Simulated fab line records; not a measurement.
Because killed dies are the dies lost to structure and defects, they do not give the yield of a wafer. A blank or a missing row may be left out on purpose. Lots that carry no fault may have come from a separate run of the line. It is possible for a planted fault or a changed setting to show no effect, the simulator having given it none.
Which tool was responsible? | flow gf180mcu | 12 lots, 36 wafers sampled, at 4 steps of a route of 602

WHAT THE GAUGES READ, wafer by wafer
GF_V4_BOW_MEAS_05. Usual: V4_BOW typically reads 138 um, with standard deviation 9.1.
lot  | measured     | on            | V4_BOW (um) | flag
L808 | day 23 16:39 | film metro-03 | 151 132 125 |
L809 | day 23 20:14 | film metro-03 | 145 136 138 |
L810 | day 24 07:44 | film metro-02 | 135 135 150 |
L812 | day 24 19:40 | film metro-02 | 130 138 132 |
L813 | day 25 06:42 | film metro-03 | 155 150 152 |
L814 | day 25 15:29 | film metro-03 | 142 141 146 |
L815 | day 26 00:52 | film metro-02 | 131 133 140 |
L818 | day 26 23:20 | film metro-01 | 122 146 125 |
L820 | day 27 17:03 | film metro-03 | 136 139 145 |
L823 | day 28 14:00 | film metro-02 | 132 141 143 |
L826 | day 29 07:58 | film metro-02 | 131 128 145 |
L828 | day 29 20:04 | film metro-01 | 143 133 147 |

GF_MIM_THK_MEAS_06. Usual: MIM_CVD_05_THK typically reads 42.0 nm, with standard deviation 0.54.
lot  | measured     | on            | MIM_CVD_05_THK (nm) | flag
L808 | day 24 17:13 | film metro-04 | 41.4 42.3 42.5      |
L809 | day 24 19:42 | film metro-03 | 41.7 41.5 41.6      |
L810 | day 25 07:32 | film metro-04 | 41.8 42.1 43.0      |
L812 | day 25 19:22 | film metro-03 | 42.3 41.6 42.6      |
L813 | day 26 05:49 | film metro-04 | 41.6 41.2 42.2      |
L814 | day 26 14:19 | film metro-03 | 41.8 42.5 42.0      |
L815 | day 26 23:23 | film metro-04 | 41.8 41.6 42.4      |
L818 | day 27 21:17 | film metro-01 | 42.1 42.0 42.4      |
L820 | day 28 14:31 | film metro-04 | 41.4 41.7 41.8      |
L823 | day 29 11:11 | film metro-03 | 41.6 42.5 42.9      |
L826 | day 30 04:23 | film metro-01 | 27.0 42.2 27.5      | OFF
L828 | day 30 16:39 | film metro-01 | 26.4 41.0 41.6      | OFF

WHAT TOOL EACH LOT RAN ON (gives the tool, then ch and the chambers of the sampled wafers, and finally the start)
lot  | GF_M4_STRIP_17                       | GF_MIM_CVD_05
L808 | plasma asher-04 ch 0,1, day 23 15:33 | pecvd-04 ch 1,2, day 24 17:10
L809 | plasma asher-04 ch 0,1, day 23 19:08 | pecvd-02 ch 1,2, day 24 19:40
L810 | plasma asher-04 ch 0,1, day 24 06:38 | pecvd-04 ch 0,1, day 25 07:30
L812 | plasma asher-04 ch 1, day 24 18:31   | pecvd-01 ch 0,2, day 25 19:20
L813 | plasma asher-04 ch 0,1, day 25 05:25 | pecvd-01 ch 0,1, day 26 05:47
L814 | plasma asher-04 ch 0,1, day 25 14:22 | pecvd-04 ch 0,2, day 26 14:16
L815 | plasma asher-01 ch 0,1, day 25 23:40 | pecvd-02 ch 1,2, day 26 23:20
L818 | plasma asher-01 ch 0,1, day 26 21:52 | pecvd-02 ch 0,1,2, day 27 21:14
L820 | plasma asher-01 ch 0,1, day 27 15:49 | pecvd-01 ch 0,1,2, day 28 14:29
L823 | plasma asher-04 ch 0,1, day 28 12:45 | pecvd-02 ch 0,1,2, day 29 11:08
L826 | plasma asher-03 ch 0,1, day 29 06:51 | pecvd-02 ch 1,2, day 30 04:20
L828 | plasma asher-04 ch 0,1, day 29 18:56 | pecvd-02 ch 0,1, day 30 16:37
- GF_M4_STRIP_17: strips in O2/N2.
- GF_MIM_CVD_05: deposits Si3N4, target thk 42 nm, time 29.086 s.

WHAT THE TOOLS THEMSELVES READ (means of the sampled wafers that have a number; where no wafer has one, the mark that the record gives instead)
GF_M4_STRIP_17. Usual: drypump motor current A 5.3 A, standard deviation 0.3; heater power w 341 W, standard deviation 36; oes product au 0.558 a.u., standard deviation 0.0048; strip time to endpoint s 7.866 s, standard deviation 0.028.
lot  | tool            | drypump motor current A (A) | heater power w (W) | oes product au (a.u.) | strip time to endpoint s (s) | flag
L808 | plasma asher-04 | 5.1                         | 328                | 0.557                 | 7.883                        |
L809 | plasma asher-04 | 5.1                         | 328                | 0.556                 | 7.874                        |
L810 | plasma asher-04 | 5.3                         | 333                | 0.559                 | 7.887                        |
L812 | plasma asher-04 | 4.8                         | 322                | 0.559                 | 7.852                        |
L813 | plasma asher-04 | 5.1                         | 332                | 0.559                 | 7.858                        |
L814 | plasma asher-04 | 5.3                         | 337                | 0.558                 | 7.889                        |
L815 | plasma asher-01 | 5.3                         | 341                | 0.559                 | 7.836                        |
L818 | plasma asher-01 | 5.3                         | 352                | 0.559                 | 7.851                        |
L820 | plasma asher-01 | 5.2                         | 355                | 0.556                 | 7.890                        |
L823 | plasma asher-04 | 5.3                         | 334                | 0.564                 | 7.867                        |
L826 | plasma asher-03 | 5.5                         | 389                | 0.561                 | 7.834                        |
L828 | plasma asher-04 | 5.1                         | 332                | 0.558                 | 7.857                        |

GF_MIM_CVD_05. Usual: heater power w at 669 W, with a standard deviation of 69.
lot  | tool     | heater power w (W) | flag
L808 | pecvd-04 | 707                |
L809 | pecvd-02 | 646                |
L810 | pecvd-04 | 651                |
L812 | pecvd-01 | 639                |
L813 | pecvd-01 | 706                |
L814 | pecvd-04 | 664                |
L815 | pecvd-02 | 665                |
L818 | pecvd-02 | 671                |
L820 | pecvd-01 | 729                |
L823 | pecvd-02 | 612                |
L826 | pecvd-02 | 639                |
L828 | pecvd-02 | 601                |

THE ANSWER, worked out from the rows above alone
Rule: a lot counts as off when the mean over its wafers that have a number is more than 3 standard deviations away from the usual mean. Also off: a lot with no number at a reading for which 4 or more lots have one. The other lots that the step has rows for count as sound. First the gauges in route order, then the tools' own readings, where a lot's mean is used as printed above. At the first step where some lot is off, the reading lying furthest off is the one used; lots without a number count as furthest.
Off: L826, L828, seen at GF_MIM_THK_MEAS_06 (MIM_CVD_05_THK).
A tool fits if, at a process step before that reading, it ran every lot that is off, and no sound lot after the first of them. Gauges at GF_MIM_THK_MEAS_06: tried the same way as those tools. Can't be told from this: 2 tools fit, pecvd-02 at GF_MIM_CVD_05, film metro-01 at GF_MIM_THK_MEAS_06.

WHAT THE SIMULATOR PUT IN
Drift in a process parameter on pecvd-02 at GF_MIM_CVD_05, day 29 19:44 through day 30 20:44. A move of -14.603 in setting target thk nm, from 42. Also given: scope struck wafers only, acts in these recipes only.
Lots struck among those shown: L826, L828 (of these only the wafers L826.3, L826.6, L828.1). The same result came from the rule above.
